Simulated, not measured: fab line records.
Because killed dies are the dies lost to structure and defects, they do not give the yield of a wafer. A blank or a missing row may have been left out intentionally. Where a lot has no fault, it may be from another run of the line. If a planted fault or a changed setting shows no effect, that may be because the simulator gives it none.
Matching of chambers :: flow sky130 :: cmp-01 running SKY_VIA4_CMP_02: 4 sister chambers
The step polishes SiO2. 8 wafers are shown with their chamber, then 7 later ones without.

## WAFERS, EACH WITH ITS CHAMBER
wafer: L083.4
chamber: 1
motor current A (A): 11.8
platen rpm (rpm): 59.97

wafer: L087.2
chamber: 3
motor current A (A): 9.9
platen rpm (rpm): 59.99

wafer: L087.5
chamber: 2
motor current A (A): 11.0
platen rpm (rpm): 60.03

wafer: L086.3
chamber: 3
motor current A (A): 10.8
platen rpm (rpm): 60.02

wafer: L086.4
chamber: 0
motor current A (A): 13.4
platen rpm (rpm): 59.95

wafer: L086.5
chamber: 0
motor current A (A): 13.7
platen rpm (rpm): 59.96

wafer: L090.1
chamber: 2
motor current A (A): 11.9
platen rpm (rpm): 60.00

wafer: L090.4
chamber: 1
motor current A (A): 12.1
platen rpm (rpm): 60.02

## WAFERS MISSING THEIR CHAMBER
wafer: L090.6
motor current A (A): 10.6
platen rpm (rpm): 59.98

wafer: L092.1
motor current A (A): 12.8
platen rpm (rpm): 59.94

wafer: L092.3
motor current A (A): 10.9
platen rpm (rpm): 59.97

wafer: L092.6
motor current A (A): 13.2
platen rpm (rpm): 60.05

wafer: L096.2
motor current A (A): 12.0
platen rpm (rpm): 59.96

wafer: L096.5
motor current A (A): 11.4
platen rpm (rpm): 59.97

wafer: L096.6
motor current A (A): 12.0
platen rpm (rpm): 60.00

## WHICH CHAMBER EACH WENT THROUGH
wafer: L090.6
from the rows above: can't be placed: 3 or 2 or 1
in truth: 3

wafer: L092.1
from the rows above: can't be placed: 0 or 1
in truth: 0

wafer: L092.3
from the rows above: can't be placed: 3 or 2 or 1
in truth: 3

wafer: L092.6
from the rows above: can't be placed: 1 or 2 or 0
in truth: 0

wafer: L096.2
from the rows above: can't be placed: 1 or 2 or 0
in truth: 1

wafer: L096.5
from the rows above: can't be placed: 1 or 2 or 3
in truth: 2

wafer: L096.6
from the rows above: can't be placed: 1 or 2
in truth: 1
Correctly placed: 0 of 7. Cannot be placed on the basis of these rows: 7; the candidates contain the true chamber in 7. Placed wrongly: 0.
How it was worked out, from the rows above alone: a wafer's distance from a chamber is the root of the sum, over the readings, of the square of ((its reading less the chamber's mean) divided by the reading's scatter). The wafer belongs to the nearest chamber; if the next one is less than 2 further off, it can't be placed. A chamber's mean is the mean of its shown wafers. How the scatter is found: for the shown wafers, subtract from each reading the mean of its chamber, square and add these, divide the total by (wafers less chambers), then take the root.
